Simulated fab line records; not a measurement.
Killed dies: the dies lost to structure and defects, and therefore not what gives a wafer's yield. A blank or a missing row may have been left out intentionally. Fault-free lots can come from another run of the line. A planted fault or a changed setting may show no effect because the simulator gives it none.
Which tool is to blame? | flow gf180mcu | 6 lots, 18 wafers sampled, at 3 steps of a route of 602

## WHAT THE GAUGES SHOWED, per wafer
GF_M1_CD_MEAS_14 targets a cd of 230 nm.
lot  | measured     | on       | cdNm (nm)
L110 | day 17 20:32 | cdSem-02 | 231.9 231.4 230.4
L115 | day 19 23:08 | cdSem-02 | 229.6 230.3 230.2
L117 | day 20 15:13 | cdSem-01 | 229.8 229.6 229.5
L121 | day 22 07:59 | cdSem-02 | 232.7 232.6 233.1
L125 | day 23 13:05 | cdSem-02 | 223.8 209.7 217.9 223.9 209.7 218.3
L131 | day 25 14:11 | cdSem-02 | 231.1 230.3 232.0

## TOOL THAT RAN EACH LOT (tool first, then ch and the chambers of the sampled wafers, then the start)
lot  | GF_CONTACT_CMP_04             | GF_M1_EXPOSE_11
L110 | cmp-02 ch 0,2, day 15 21:07   | krfScanner-01 ch 0, day 17 08:38
L115 | cmp-01 ch 0,3, day 17 20:17   | krfScanner-01 ch 0, day 19 10:49
L117 | cmp-01 ch 2,3, day 18 11:53   | krfScanner-02 ch 0, day 20 03:09
L121 | cmp-02 ch 0,1, day 20 06:02   | krfScanner-01 ch 0, day 21 19:55
L125 | cmp-02 ch 0,1,3, day 21 11:13 | krfScanner-01 ch 0, day 23 01:05
L131 | cmp-02 ch 1,2, day 23 15:29   | krfScanner-02 ch 0, day 25 03:08
- GF_CONTACT_CMP_04: polishes SiO2.
- GF_M1_EXPOSE_11: exposes mask Metal1, target cd 230 nm.

## THE ANSWER, worked out from the rows above alone
Rule: what is usual is taken from the lots themselves. Put in order of their means at a reading, lots are off if they are a third of the lots or fewer, leave a main group of 4 or more, and stand apart from it by a gap of 3 or more times the standard deviation of the main group's means; of several such gaps the widest counts. Not used: any main group whose means are identical at the precision the tables above print for the reading. A lot without any number at a reading at which 4 lots or more have one is off too. Any other lot the step has rows for is counted as sound.
Off at GF_M1_CD_MEAS_14 (cdNm): L125. For the main group the mean is 231.0 nm and the standard deviation 1.1.
If a tool, at a process step before that reading, ran all the lots that are off and no sound lot after the first of them, it fits. The gauges at GF_M1_CD_MEAS_14 are tried like those tools. One fits: GF_M1_EXPOSE_11 on krfScanner-01. Its last sound lot is L121 (day 21 19:55), its first lot that is off L125 (day 23 01:05): a fault that began between those two fits.

## WHAT THE SIMULATOR HAD PUT IN
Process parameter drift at GF_M1_EXPOSE_11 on krfScanner-01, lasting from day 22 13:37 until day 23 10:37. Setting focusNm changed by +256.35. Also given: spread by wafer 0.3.
Lots struck among those shown: L125. This agrees with what the rule above found.
